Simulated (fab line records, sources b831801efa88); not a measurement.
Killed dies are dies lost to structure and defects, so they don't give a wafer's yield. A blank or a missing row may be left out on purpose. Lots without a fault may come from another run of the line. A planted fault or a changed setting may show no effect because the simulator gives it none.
Tool commonality check | flow gf180mcu | 10 lots, 37 wafers sampled

WHY IT WAS OPENED
At GF_V4_RS_MEAS_24 the reading V4_W_RS is flagged on 3 of 10 lots. Wafers without a fault read 0.331 ohm/sq, standard deviation 0.0037.
Rule: a lot is flagged when every wafer of it that has a number lies more than 4 standard deviations from that mean, or none has a number. The other lots count as sound.

lot  | measured     | on            | V4_W_RS (ohm/sq), wafer by wafer    | flag
L408 | day 24 08:14 | film_metro-03 | 0.331 0.328 0.339                   |
L412 | day 26 10:59 | film_metro-01 | 0.329 0.327 0.329                   |
L414 | day 27 01:43 | film_metro-02 | 0.335 0.334 0.331                   |
L416 | day 28 01:50 | film_metro-03 | 0.342 0.339 0.330                   |
L417 | day 28 09:44 | film_metro-03 | 0.329 0.329 0.332                   |
L422 | day 29 09:05 | film_metro-02 | 0.329 0.328 0.333                   |
L423 | day 29 18:16 | film_metro-03 | 0.330 0.330 0.331                   |
L427 | day 30 16:27 | film_metro-03 | 0.234 0.233 0.234 0.233             | FLAGGED
L428 | day 31 02:58 | film_metro-01 | 0.230 0.231 0.231 0.231 0.231 0.231 | FLAGGED
L429 | day 31 05:47 | film_metro-01 | 0.229 0.230 0.233 0.229 0.229 0.232 | FLAGGED
The numbers of the flagged lots are 0.231 ohm/sq on average: -0.100 ohm/sq against the usual, or -27 standard deviations.

WHICH TOOL RAN EACH LOT
The record holds 4 process steps before the reading, out of a route of 602 steps. In each cell: the tool, then ch and the chambers that the sampled wafers went through, then the start.
lot  | flag    | GF_M4_STRIP_17                       | GF_V4_ETCH_16                      | GF_V4_ETCH_17                                 | GF_V4_CVD_23
L408 |         | plasma_asher-03 ch 0,1, day 23 07:05 | rie_diel-03 ch 1,2,3, day 24 07:18 | rie_diel-03 ch 1,2,3, day 24 08:06 or earlier | cvd_w-02 ch 0,1, day 24 08:06
L412 |         | plasma_asher-02 ch 1, day 25 11:29   | rie_diel-01 ch 0,1,2, day 26 10:06 | rie_diel-01 ch 0,1,2, day 26 10:52 or earlier | cvd_w-01 ch 1, day 26 10:52
L414 |         | plasma_asher-02 ch 0, day 26 02:47   | rie_diel-01 ch 0,1,3, day 27 00:51 | rie_diel-01 ch 0,1,3, day 27 01:37 or earlier | cvd_w-01 ch 0,1, day 27 01:37
L416 |         | plasma_asher-02 ch 0,1, day 27 03:17 | rie_diel-01 ch 1,2, day 28 00:54   | rie_diel-01 ch 1,2, day 28 01:42 or earlier   | cvd_w-02 ch 0,1, day 28 01:42
L417 |         | plasma_asher-01 ch 0,1, day 27 11:29 | rie_diel-01 ch 1,2,3, day 28 08:42 | rie_diel-01 ch 1,2,3, day 28 09:32 or earlier | cvd_w-01 ch 0, day 28 09:32
L422 |         | plasma_asher-03 ch 0,1, day 28 11:05 | rie_diel-04 ch 0,1,3, day 29 08:11 | rie_diel-04 ch 0,1,3, day 29 08:59 or earlier | cvd_w-01 ch 0,1, day 29 08:59
L423 |         | plasma_asher-03 ch 0, day 28 21:25   | rie_diel-01 ch 0,2, day 29 17:21   | rie_diel-01 ch 0,2, day 29 18:08 or earlier   | cvd_w-01 ch 1, day 29 18:08
L427 | FLAGGED | plasma_asher-02 ch 1, day 29 20:28   | rie_diel-03 ch 0,3, day 30 15:33   | rie_diel-03 ch 0,3, day 30 16:19 or earlier   | cvd_w-01 ch 0, day 30 16:19
L428 | FLAGGED | plasma_asher-02 ch 0,1, day 30 06:53 | rie_diel-04 ch 0,2, day 31 02:01   | rie_diel-04 ch 0,2, day 31 02:50 or earlier   | cvd_w-01 ch 0,1, day 31 02:50
L429 | FLAGGED | plasma_asher-03 ch 0,1, day 30 09:25 | rie_diel-04 ch 0,2,3, day 31 04:51 | rie_diel-04 ch 0,2,3, day 31 05:39 or earlier | cvd_w-01 ch 0, day 31 05:39
What these steps do:
- GF_M4_STRIP_17: strips in O2/N2.
- GF_V4_ETCH_16: etches BARC in N2/H2.
- GF_V4_ETCH_17: etches SiO2 in C4F8/O2/Ar, stops on TiN, target depth 630 nm.
- GF_V4_CVD_23: deposits W, target thk 350 nm, time 104.9 s.
- GF_V4_RS_MEAS_24: measures by four-point-probe.

FLAGGED OVER TOTAL, TOOL BY TOOL (the gauges that took the reading come last)
step             | tool            | lots run | flagged | share of the flagged lots | sound lots run after its first flagged lot
GF_M4_STRIP_17   | plasma_asher-01 | 1        | 0       | none                      | -
GF_M4_STRIP_17   | plasma_asher-02 | 5        | 2       | some                      | 0
GF_M4_STRIP_17   | plasma_asher-03 | 4        | 1       | some                      | 0
GF_V4_ETCH_16    | rie_diel-01     | 5        | 0       | none                      | -
GF_V4_ETCH_16    | rie_diel-03     | 2        | 1       | some                      | 0
GF_V4_ETCH_16    | rie_diel-04     | 3        | 2       | some                      | 0
GF_V4_ETCH_17    | rie_diel-01     | 5        | 0       | none                      | -
GF_V4_ETCH_17    | rie_diel-03     | 2        | 1       | some                      | 0
GF_V4_ETCH_17    | rie_diel-04     | 3        | 2       | some                      | 0
GF_V4_CVD_23     | cvd_w-01        | 8        | 3       | all                       | 0
GF_V4_CVD_23     | cvd_w-02        | 2        | 0       | none                      | -
GF_V4_RS_MEAS_24 | film_metro-01   | 3        | 2       | some                      | 0
GF_V4_RS_MEAS_24 | film_metro-02   | 2        | 0       | none                      | -
GF_V4_RS_MEAS_24 | film_metro-03   | 5        | 1       | some                      | 0
GF_V4_ETCH_17 gives no start for some lots, so the hours and the order of its lots are those of GF_V4_CVD_23.

WHAT THE TABLE ALLOWS
1 row of the table ran every flagged lot: cvd_w-01 at GF_V4_CVD_23.
- cvd_w-01 at GF_V4_CVD_23: 3 of its 8 lots flagged. Its last sound lot is L423 (day 29 18:08), its first flagged lot L427 (day 30 16:19): a fault that began between those two fits.
One tool is left: cvd_w-01 at GF_V4_CVD_23.

WHAT THE SIMULATOR HAD PUT IN
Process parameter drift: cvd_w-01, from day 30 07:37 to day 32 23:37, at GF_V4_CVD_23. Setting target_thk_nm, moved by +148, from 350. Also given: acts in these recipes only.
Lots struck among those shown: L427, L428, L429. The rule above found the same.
